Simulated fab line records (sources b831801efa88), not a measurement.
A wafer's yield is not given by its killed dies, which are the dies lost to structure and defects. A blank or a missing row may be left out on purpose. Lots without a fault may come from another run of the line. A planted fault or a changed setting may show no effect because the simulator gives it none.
A lot that was struck, set against a sound lot || flow gf180mcu || 14 out of 602 route steps
Sound: these wafers, L567.2, L567.3, L567.6. Wafers struck: L566.1, L566.3, L566.5. The cause is named last.
Order at every step that has rows: each side's tool, ch and its chambers, its first start. Under that, the readings that differ: sound wafers || struck wafers || difference of the means || sigmas: that difference in standard deviations of wafers without a fault.
alike: same words and numbers on both sides, and readings whose means sit less than 2 such deviations apart. not compared: any withheld reading, any reading some wafer has no value for, any bound like >300 that may hide the same value, and any number with overlapping values for which the record gives no deviation.
Wherever a step has rows on one side only, a row that says differs or no value, or a row with sigmas, the two part there. Numbers that don't overlap but have no deviation are shown without sigmas and don't part them. Lack of a reading on every wafer of one side parts them only where that side has two or more wafers.

GF_V3_OVL_MEAS_15:
  sound on overlay-02, day 27 17:43; struck on overlay-02, day 27 07:06
  alike: V3_OVL
GF_V3_ETCH_16: etches BARC in N2/H2.
  sound on rie-diel-03 ch 1,2, day 27 17:44; struck on rie-diel-04 ch 0,1,2, day 27 07:08
  alike: drypump-motor-current-A, n2-flow-sccm, oes-product-au, throttle-valve-pct
then, 1 step without rows for these wafers: GF_V3_ETCH_17 (etches SiO2 in C4F8/O2/Ar, stops on TiN, target depth 635 nm).
GF_V3_STRIP_18: strips in O2/N2.
  sound on plasma-asher-04 ch 0,1, day 27 17:52; struck on plasma-asher-03 ch 0, day 27 07:16
{"reading": "drypump-motor-current-A (A)", "sound": "5.2 5.2 5.7", "struck": "6.4 6.4 6.4", "difference": "+1.0", "sigmas": "+2"}
  alike: heater-power-w, n2-flow-sccm, oes-product-au
  not compared: rf-hours-counter-h
then, 2 steps without rows for these wafers: GF_V3_STRIP_19 (strips in post etch residue remover, time 1200 s); GF_V3_CLEAN_20 (cleans in DIW).
GF_V3_SPUTTER_21: material Ti, target thk 15 nm, time 80.02 s.
  sound on pvd-sputter-01, day 27 18:26; struck on pvd-sputter-04, day 27 07:48
  alike: cathode-dc-power-W, chamber-pressure-pa, throttle-valve-pct
then, 1 step without rows for these wafers: GF_V3_SPUTTER_22 (material TiN, target thk 10 nm, time 40 s).
GF_V3_CVD_23: deposits W, target thk 350 nm, time 104.9 s.
  sound on cvd-w-02 ch 0, day 27 18:32; struck on cvd-w-02 ch 0,1, day 27 07:54
  alike: heater-power-w, susceptor-temp-C
  not compared: since-wet-clean-h
GF_V3_RS_MEAS_24: a four-point-probe measurement.
  sound on film-metro-02, day 27 18:40; struck on film-metro-02, day 27 08:01
  alike: V3_W_RS
GF_V3_THK_MEAS_25: measures by xrf.
  sound on film-metro-02, day 27 18:47; struck on film-metro-02, day 27 08:08
  alike: V3_W_THK
GF_V3_CMP_26: polishes, stops on SiO2, t overpolish 15 s, target thk 0 nm.
  sound on cmp-02 ch 1,2,3, day 27 18:56; struck on cmp-01 ch 0,3, day 27 08:14
{"reading": "time-to-endpoint-s (s)", "sound": "83 84 87", "struck": "89 96 96", "difference": "+9", "sigmas": "+2"}
  alike: head-pressure-psi, motor-current-A, overpolish-run-s
GF_M4_SPUTTER_00: material Ti, target thk 37.5 nm, time 150 s.
  sound on pvd-sputter-03, day 27 19:08; struck on pvd-sputter-01, day 27 08:29
  no value came back on the struck wafers for cathode-dc-power-W (W), chamber-pressure-pa (Pa), throttle-valve-pct (%); on the sound wafers cathode-dc-power-W (W) reads 4001.0 4000.8 3998.7
then, 1 step without rows for these wafers: GF_M4_SPUTTER_01 (material TiN, target thk 30 nm, time 25 s).

## WHERE THEY PART
Earliest at GF_V3_STRIP_18; latest, in this record, at GF_M4_SPUTTER_00.

WHY: what the simulator had put in
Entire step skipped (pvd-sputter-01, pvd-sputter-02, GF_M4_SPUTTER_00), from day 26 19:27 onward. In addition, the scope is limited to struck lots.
